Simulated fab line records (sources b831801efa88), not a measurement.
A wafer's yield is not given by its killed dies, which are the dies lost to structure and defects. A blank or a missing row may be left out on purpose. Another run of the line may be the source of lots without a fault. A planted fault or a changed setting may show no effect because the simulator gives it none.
fab line records | flow gf180mcu
record: lots: 13 | wafers: 39 | last-day: 34
route steps=602 shown CONTACT@288
lots that met no fault: from a run of the same line without faults
start-h: start of the lot's first displayed wafer, in hours after the record's first day | wait-h: how many hours have passed since the lot's step before this one | " unchanged from the row above | L1.1+2: several wafers, shown together as one row | - no value, or no start given | * or withheld: withheld | < > ~ a bound
route shown NAME@n: NAME is a module with steps in the file, n the number in the route of the first one | usual: the fault-free wafers' mean and standard deviation | same: alike in all rows | chamber/n: place in a boat | sites: per-site readings | _std_site: the standard deviation of these | _edge_site: outer sites' mean less inner sites' | radius-mm: how far each site lies from the wafer's centre | mask NAME#n: copy n | behind: the most recent tool/chamber to have shaped the wafer | hold: cause of the lot's hold/its duration in hours/its outcome | device: the transistor (n, p or np) that didn't switch | end of line: the tests these same wafers got at the end of their route | a step with no rows: only its recipe | killed: the dies lost at the first sort to structure and to defects; this is not the yield of the wafer | map: shows each die of a wafer: x if killed, . if not, _ if none is there
set.NAME: setting as actually run; set.NAME@STEP: the setting as run at that earlier step | model.NAME: the simulator's own value behind a step, which no gauge read
one table for each step of the route and one row for each wafer, over a sample of lots
services: the hour from which a tool's chamber was out of use, counted from the record's first day as start-h (under 0 if before that day), plus the number of hours and why
== steps ==
step: GF_CONTACT_THK_MEAS_01
recipe: reads: SiO2_of_CONTACT_CVD_00
usual: CONTACT_CVD_00_THK: 301.1/2.8
lot.wafer | tool          | chamber | start-h | wait-h | CONTACT_CVD_00_THK[nm]
L954.3    | film-metro-01 | -       | 345.02  | 0.0    | 300.8
L954.4    | "             | -       | "       | "      | 299.6
L954.5    | "             | -       | "       | "      | 299.1
L955.2    | film-metro-01 | -       | 352.94  | 0.0    | 299.2
L955.4    | "             | -       | "       | "      | 294.8
L955.6    | "             | -       | "       | "      | 301.8
L957.3    | film-metro-01 | -       | 366.23  | 0.0    | 303.0
L957.5    | "             | -       | "       | "      | 300.0
L957.6    | "             | -       | "       | "      | 299.5
L958.2    | film-metro-01 | -       | 374.78  | 0.0    | 304.1
L958.3    | "             | -       | "       | "      | 303.2
L958.6    | "             | -       | "       | "      | 303.3
L959.3    | film-metro-01 | -       | 387.72  | 0.0    | 300.9
L959.5    | "             | -       | "       | "      | 301.6
L959.6    | "             | -       | "       | "      | 300.2
L960.1    | film-metro-04 | -       | 392.72  | 0.0    | 299.8
L960.4    | "             | -       | "       | "      | 302.2
L960.6    | "             | -       | "       | "      | 304.4
L961.1    | film-metro-02 | -       | 404.16  | 0.0    | 300.6
L961.2    | "             | -       | "       | "      | 299.5
L961.3    | "             | -       | "       | "      | 301.7
L963.1    | film-metro-02 | -       | 415.38  | 0.0    | 295.7
L963.3    | "             | -       | "       | "      | 296.8
L963.4    | "             | -       | "       | "      | 296.8
L973.3    | film-metro-02 | -       | 501.77  | 0.0    | 301.4
L973.5    | "             | -       | "       | "      | 304.7
L973.6    | "             | -       | "       | "      | 304.3
L974.2    | film-metro-01 | -       | 510.82  | 0.0    | 300.5
L974.3    | "             | -       | "       | "      | 301.0
L974.5    | "             | -       | "       | "      | 303.3
L975.4    | film-metro-04 | -       | 522.17  | 0.0    | 300.9
L975.5    | "             | -       | "       | "      | 301.1
L975.6    | "             | -       | "       | "      | 300.1
L976.1    | film-metro-04 | -       | 523.71  | 0.0    | 304.2
L976.3    | "             | -       | "       | "      | 297.8
L976.4    | "             | -       | "       | "      | 297.9
L977.3    | film-metro-01 | -       | 528.56  | 0.0    | 307.7
L977.5    | "             | -       | "       | "      | 302.0
L977.6    | "             | -       | "       | "      | 306.5
step: GF_CONTACT_CD_MEAS_14
recipe: target-cd-nm: 220
usual: cd-nm: 220.0/1.5
lot.wafer | tool      | chamber | start-h | wait-h | cd-nm
L954.3    | cd-sem-02 | -       | 368.12  | 0.1    | 218.1
L954.4    | "         | -       | "       | "      | 217.3
L954.5    | "         | -       | "       | "      | 218.9
L955.2    | cd-sem-02 | -       | 375.58  | 0.1    | 219.9
L955.4    | "         | -       | "       | "      | 220.4
L955.6    | "         | -       | "       | "      | 219.1
L957.3    | cd-sem-01 | -       | 389.50  | 0.1    | 219.5
L957.5    | "         | -       | "       | "      | 220.3
L957.6    | "         | -       | "       | "      | 220.6
L958.2    | cd-sem-02 | -       | 398.03  | 0.1    | 218.9
L958.3    | "         | -       | "       | "      | 218.4
L958.6    | "         | -       | "       | "      | 218.5
L959.3    | cd-sem-02 | -       | 411.90  | 0.1    | 221.0
L959.5    | "         | -       | "       | "      | 221.4
L959.6    | "         | -       | "       | "      | 221.3
L960.1    | cd-sem-02 | -       | 416.28  | 0.1    | 221.7
L960.4    | "         | -       | "       | "      | 219.3
L960.6    | "         | -       | "       | "      | 220.5
L961.1    | cd-sem-01 | -       | 428.59  | 0.1    | 221.7
L961.2    | "         | -       | "       | "      | 220.6
L961.3    | "         | -       | "       | "      | 219.2
L963.1    | cd-sem-02 | -       | 439.94  | 0.1    | 219.3
L963.3    | "         | -       | "       | "      | 219.6
L963.4    | "         | -       | "       | "      | 219.7
L973.3    | cd-sem-02 | -       | 525.50  | 0.1    | 220.2
L973.5    | "         | -       | "       | "      | 220.7
L973.6    | "         | -       | "       | "      | 218.6
L974.2    | cd-sem-01 | -       | 535.64  | 2.0    | 218.6
L974.3    | "         | -       | "       | "      | 219.9
L974.5    | "         | -       | "       | "      | 219.8
L975.4    | cd-sem-01 | -       | 543.59  | 0.1    | 218.5
L975.5    | "         | -       | "       | "      | 216.2
L975.6    | "         | -       | "       | "      | 217.1
L976.1    | cd-sem-01 | -       | 544.90  | 0.2    | 221.8
L976.3    | "         | -       | "       | "      | 221.2
L976.4    | "         | -       | "       | "      | 221.7
L977.3    | cd-sem-02 | -       | 551.47  | 0.1    | 220.1
L977.5    | "         | -       | "       | "      | 221.0
L977.6    | "         | -       | "       | "      | 221.3
step: GF_CONTACT_ETCH_17
recipe: chemistry: C4F8/O2/Ar | mask-material: KrF | target: SiO2 | stop-on: CoSi2 | source-w: 1500 | bias-w: 1200 | pressure-mtorr: 40 | c4f8-flow-sccm: withheld | O2_flow_sccm: 6 | Ar_flow_sccm: 300 | time-s: withheld | target-depth-a: 8600
usual: oes-product-au: 0.816/0.0049
lot.wafer | tool        | chamber | start-h | wait-h | oes-product-au
L954.3    | rie-diel-01 | 2       | -       | -      | 0.815
L954.4    | "           | 1       | "       | "      | 0.814
L954.5    | "           | 3       | "       | "      | 0.817
L955.2    | rie-diel-01 | 0       | -       | -      | 0.810
L955.4    | "           | 2       | "       | "      | 0.816
L955.6    | "           | 1       | "       | "      | 0.821
L957.3    | rie-diel-03 | 1       | -       | -      | 0.815
L957.5    | "           | 2       | "       | "      | 0.817
L957.6    | "           | 1       | "       | "      | 0.812
L958.2    | rie-diel-04 | 3       | -       | -      | 0.813
L958.3    | "           | 2       | "       | "      | 0.814
L958.6    | "           | 0       | "       | "      | 0.815
L959.3    | rie-diel-03 | 2       | -       | -      | 0.816
L959.5    | "           | 2       | "       | "      | 0.815
L959.6    | "           | 3       | "       | "      | 0.814
L960.1    | rie-diel-01 | 0       | -       | -      | 0.813
L960.4    | "           | 3       | "       | "      | 0.817
L960.6    | "           | 3       | "       | "      | 0.824
L961.1    | rie-diel-03 | 1       | -       | -      | 0.813
L961.2    | "           | 0       | "       | "      | 0.810
L961.3    | "           | 3       | "       | "      | 0.818
L963.1    | rie-diel-01 | 1       | -       | -      | 0.812
L963.3    | "           | 3       | "       | "      | 0.802
L963.4    | "           | 2       | "       | "      | 0.815
L973.3    | rie-diel-01 | 3       | -       | -      | 0.814
L973.5    | "           | 0       | "       | "      | 0.813
L973.6    | "           | 3       | "       | "      | 0.818
L974.2    | rie-diel-03 | 1       | -       | -      | 0.815
L974.3    | "           | 0       | "       | "      | 0.815
L974.5    | "           | 1       | "       | "      | 0.818
L975.4    | rie-diel-03 | 1       | -       | -      | 0.812
L975.5    | "           | 3       | "       | "      | 0.817
L975.6    | "           | 0       | "       | "      | 0.815
L976.1    | rie-diel-03 | 0       | -       | -      | 0.817
L976.3    | "           | 2       | "       | "      | 0.812
L976.4    | "           | 1       | "       | "      | 0.813
L977.3    | rie-diel-04 | 3       | -       | -      | 0.818
L977.5    | "           | 1       | "       | "      | 0.820
L977.6    | "           | 2       | "       | "      | 0.825
step: GF_CONTACT_CVD_24
recipe: material: W | target-thk-nm: 300 | time-s: 90.339 | temp-c: 400 | pressure-torr: 40
usual: chamber-pressure-Torr: 40.02/0.084 | heater-power-w: 886/70
lot.wafer | tool     | chamber | start-h | wait-h | chamber-pressure-Torr | heater-power-w
L954.3    | cvd-w-02 | 1       | 368.84  | 0.1    | 40.15                 | 914
L954.4    | "        | 0       | "       | "      | 40.06                 | 847
L954.5    | "        | 0       | "       | "      | 40.12                 | 821
L955.2    | cvd-w-02 | 1       | 376.29  | 0.0    | 39.95                 | 926
L955.4    | "        | 0       | "       | "      | 39.97                 | 836
L955.6    | "        | 1       | "       | "      | 40.00                 | 925
L957.3    | cvd-w-02 | 1       | 390.22  | 0.1    | 40.11                 | 958
L957.5    | "        | 1       | "       | "      | 40.02                 | 932
L957.6    | "        | 0       | "       | "      | 40.01                 | 822
L958.2    | cvd-w-02 | 1       | 398.73  | 0.0    | 40.04                 | 941
L958.3    | "        | 0       | "       | "      | 40.02                 | 838
L958.6    | "        | 0       | "       | "      | 40.03                 | 817
L959.3    | cvd-w-01 | 0       | 412.61  | 0.1    | 39.88                 | 961
L959.5    | "        | 1       | "       | "      | 39.93                 | 781
L959.6    | "        | 0       | "       | "      | 39.89                 | 985
L960.1    | cvd-w-01 | 1       | 417.09  | 0.0    | 39.97                 | 813
L960.4    | "        | 0       | "       | "      | 39.99                 | 954
L960.6    | "        | 1       | "       | "      | 40.05                 | 810
L961.1    | cvd-w-02 | 0       | 429.31  | 0.0    | 39.95                 | 822
L961.2    | "        | 1       | "       | "      | 39.93                 | 934
L961.3    | "        | 1       | "       | "      | 39.97                 | 946
L963.1    | cvd-w-01 | 0       | 440.66  | 0.0    | 40.02                 | 978
L963.3    | "        | 0       | "       | "      | 40.05                 | 984
L963.4    | "        | 1       | "       | "      | 30.04                 | 791
L973.3    | cvd-w-02 | 1       | 526.21  | 0.1    | 40.01                 | 951
L973.5    | "        | 1       | "       | "      | 39.94                 | 947
L973.6    | "        | 0       | "       | "      | 40.07                 | 855
L974.2    | cvd-w-01 | 1       | 536.52  | 0.0    | 40.16                 | 800
L974.3    | "        | 1       | "       | "      | 39.96                 | 814
L974.5    | "        | 1       | "       | "      | 40.09                 | 791
L975.4    | cvd-w-01 | 1       | 544.35  | 0.1    | 40.00                 | 794
L975.5    | "        | 0       | "       | "      | 39.96                 | 968
L975.6    | "        | 1       | "       | "      | 39.95                 | 812
L976.1    | cvd-w-01 | 0       | 545.62  | 0.0    | 39.93                 | 973
L976.3    | "        | 1       | "       | "      | 39.98                 | 792
L976.4    | "        | 0       | "       | "      | 39.91                 | 970
L977.3    | cvd-w-01 | 1       | 552.18  | 0.1    | 39.93                 | 819
L977.5    | "        | 1       | "       | "      | 39.92                 | 804
L977.6    | "        | 0       | "       | "      | 39.98                 | 955
step: GF_CONTACT_RS_MEAS_25
recipe: thk-meas-gauge: four-point-probe | reads: W_of_CONTACT_CVD_24+TiN_of_CONTACT_SPUTTER_23+Ti_of_CONTACT_SPUTTER_22
usual: CONTACT_W_RS: 0.382/0.0043
lot.wafer | tool          | chamber | start-h | wait-h | CONTACT_W_RS[ohm/sq]
L954.3    | film-metro-01 | -       | 368.95  | 0.1    | 0.371
L954.4    | "             | -       | "       | "      | 0.377
L954.5    | "             | -       | "       | "      | 0.377
L955.2    | film-metro-04 | -       | 376.41  | 0.1    | 0.378
L955.4    | "             | -       | "       | "      | 0.382
L955.6    | "             | -       | "       | "      | 0.383
L957.3    | film-metro-01 | -       | 390.33  | 0.1    | 0.380
L957.5    | "             | -       | "       | "      | 0.381
L957.6    | "             | -       | "       | "      | 0.383
L958.2    | film-metro-04 | -       | 398.85  | 0.1    | 0.374
L958.3    | "             | -       | "       | "      | 0.376
L958.6    | "             | -       | "       | "      | 0.379
L959.3    | film-metro-04 | -       | 412.72  | 0.1    | 0.380
L959.5    | "             | -       | "       | "      | 0.378
L959.6    | "             | -       | "       | "      | 0.382
L960.1    | film-metro-01 | -       | 417.19  | 0.1    | 0.385
L960.4    | "             | -       | "       | "      | 0.382
L960.6    | "             | -       | "       | "      | 0.388
L961.1    | film-metro-02 | -       | 429.41  | 0.1    | 0.383
L961.2    | "             | -       | "       | "      | 0.380
L961.3    | "             | -       | "       | "      | 0.381
L963.1    | film-metro-04 | -       | 440.76  | 0.1    | 0.386
L963.3    | "             | -       | "       | "      | 0.384
L963.4    | "             | -       | "       | "      | 0.444
L973.3    | film-metro-01 | -       | 526.32  | 0.1    | 0.382
L973.5    | "             | -       | "       | "      | 0.377
L973.6    | "             | -       | "       | "      | 0.379
L974.2    | film-metro-01 | -       | 536.67  | 0.1    | 0.381
L974.3    | "             | -       | "       | "      | 0.379
L974.5    | "             | -       | "       | "      | 0.386
L975.4    | film-metro-01 | -       | 544.50  | 0.1    | 0.386
L975.5    | "             | -       | "       | "      | 0.386
L975.6    | "             | -       | "       | "      | 0.391
L976.1    | film-metro-02 | -       | 545.72  | 0.1    | 0.389
L976.3    | "             | -       | "       | "      | 0.388
L976.4    | "             | -       | "       | "      | 0.386
L977.3    | film-metro-04 | -       | 552.29  | 0.1    | 0.377
L977.5    | "             | -       | "       | "      | 0.382
L977.6    | "             | -       | "       | "      | 0.377
step: GF_CONTACT_THK_MEAS_26
recipe: thk-meas-gauge: xrf | reads: W_of_CONTACT_CVD_24
usual: CONTACT_W_THK: 302/4.2
lot.wafer | tool          | chamber | start-h | wait-h | CONTACT_W_THK[nm]
L954.3    | film-metro-01 | -       | 369.05  | 0.1    | 309
L954.4    | "             | -       | "       | "      | 305
L954.5    | "             | -       | "       | "      | 303
L955.2    | film-metro-04 | -       | 376.52  | 0.1    | 307
L955.4    | "             | -       | "       | "      | 303
L955.6    | "             | -       | "       | "      | 305
L957.3    | film-metro-01 | -       | 390.43  | 0.1    | 308
L957.5    | "             | -       | "       | "      | 307
L957.6    | "             | -       | "       | "      | 305
L958.2    | film-metro-04 | -       | 398.96  | 0.1    | 312
L958.3    | "             | -       | "       | "      | 309
L958.6    | "             | -       | "       | "      | 306
L959.3    | film-metro-04 | -       | 412.82  | 0.1    | 305
L959.5    | "             | -       | "       | "      | 307
L959.6    | "             | -       | "       | "      | 303
L960.1    | film-metro-01 | -       | 417.31  | 0.1    | 299
L960.4    | "             | -       | "       | "      | 302
L960.6    | "             | -       | "       | "      | 297
L961.1    | film-metro-02 | -       | 429.53  | 0.1    | 298
L961.2    | "             | -       | "       | "      | 300
L961.3    | "             | -       | "       | "      | 300
L963.1    | film-metro-04 | -       | 440.88  | 0.1    | 300
L963.3    | "             | -       | "       | "      | 305
L963.4    | "             | -       | "       | "      | 261
L973.3    | film-metro-01 | -       | 526.42  | 0.1    | 301
L973.5    | "             | -       | "       | "      | 307
L973.6    | "             | -       | "       | "      | 305
L974.2    | film-metro-01 | -       | 536.78  | 0.1    | 305
L974.3    | "             | -       | "       | "      | 304
L974.5    | "             | -       | "       | "      | 300
L975.4    | film-metro-01 | -       | 544.59  | 0.1    | 299
L975.5    | "             | -       | "       | "      | 299
L975.6    | "             | -       | "       | "      | 294
L976.1    | film-metro-02 | -       | 545.84  | 0.1    | 295
L976.3    | "             | -       | "       | "      | 294
L976.4    | "             | -       | "       | "      | 298
L977.3    | film-metro-04 | -       | 552.39  | 0.1    | 309
L977.5    | "             | -       | "       | "      | 305
L977.6    | "             | -       | "       | "      | 309
== services ==
tool        | chamber | start-h | hours | kind
cvd-w-01    | -       | 381.51  | 0.8   | repair
rie-diel-01 | 1       | 382.04  | 7.8   | repair
cvd-w-01    | -       | 390.00  | 14.0  | pm
cvd-w-01    | 0       | 390.00  | 14.0  | vent-cycle
cvd-w-01    | 1       | 390.00  | 14.0  | vent-cycle
cvd-w-02    | -       | 392.58  | 0.7   | repair
cvd-w-01    | 0       | 404.00  | -     | clean
cvd-w-01    | 1       | 404.00  | -     | clean
rie-diel-04 | 0       | 424.07  | 3.3   | repair
rie-diel-04 | 0       | 435.66  | 1.3   | repair
rie-diel-03 | 1       | 459.66  | -     | clean
rie-diel-03 | 1       | 459.66  | 27.2  | scheduled-down
rie-diel-03 | 1       | 459.66  | 27.2  | vent-cycle
rie-diel-03 | 0       | 463.64  | 1.7   | repair
cvd-w-01    | -       | 472.01  | 0.2   | repair
rie-diel-03 | 3       | 485.23  | 10.8  | repair
rie-diel-04 | 3       | 491.96  | 4.6   | repair
rie-diel-03 | -       | 509.55  | 2.4   | repair
rie-diel-04 | 1       | 534.89  | 2.1   | repair
cvd-w-02    | 1       | 543.16  | 6.2   | repair
rie-diel-01 | 3       | 549.90  | 3.4   | repair
cvd-w-02    | -       | 550.14  | 6.0   | pm
== key ==
first-sign: step: GF_CONTACT_CVD_24 | reading: chamber-pressure-Torr | direction: down | sigmas: 99+ | usual: 40.02 | struck: 30.04
effect: step: GF_CONTACT_RS_MEAS_25 | reading: CONTACT_W_RS | direction: up | sigmas: 14 | usual: 0.382 | struck: 0.444
effect: step: GF_CONTACT_THK_MEAS_26 | reading: CONTACT_W_THK | direction: down | sigmas: 9.8 | usual: 302 | struck: 261
met-at GF_CONTACT_CVD_24
struck-lots L963
struck-wafers L963.4
tester-left-out L963
not-acting-at GF_CONTACT_THK_MEAS_01,GF_CONTACT_CD_MEAS_14,GF_CONTACT_ETCH_17
onset-between 417.09 440.66
fault: kind: process-parameter-drift | tool: cvd-w-01 | chamber: 1 | onset-h: 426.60 | steps: GF_CONTACT_CVD_24 | channel: pressure-torr | offset: -10.099 | shape: step | end-h: 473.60 | acts-in: these-recipes-only | stated: 40
tester-left-out: of these lots the tester's yield and bins aren't shown, on N5 and GAA mostly nor the transistor test; their killed dies are dies lost to structure and defects alone, not to doping, threshold or leakage, so they don't give the yield
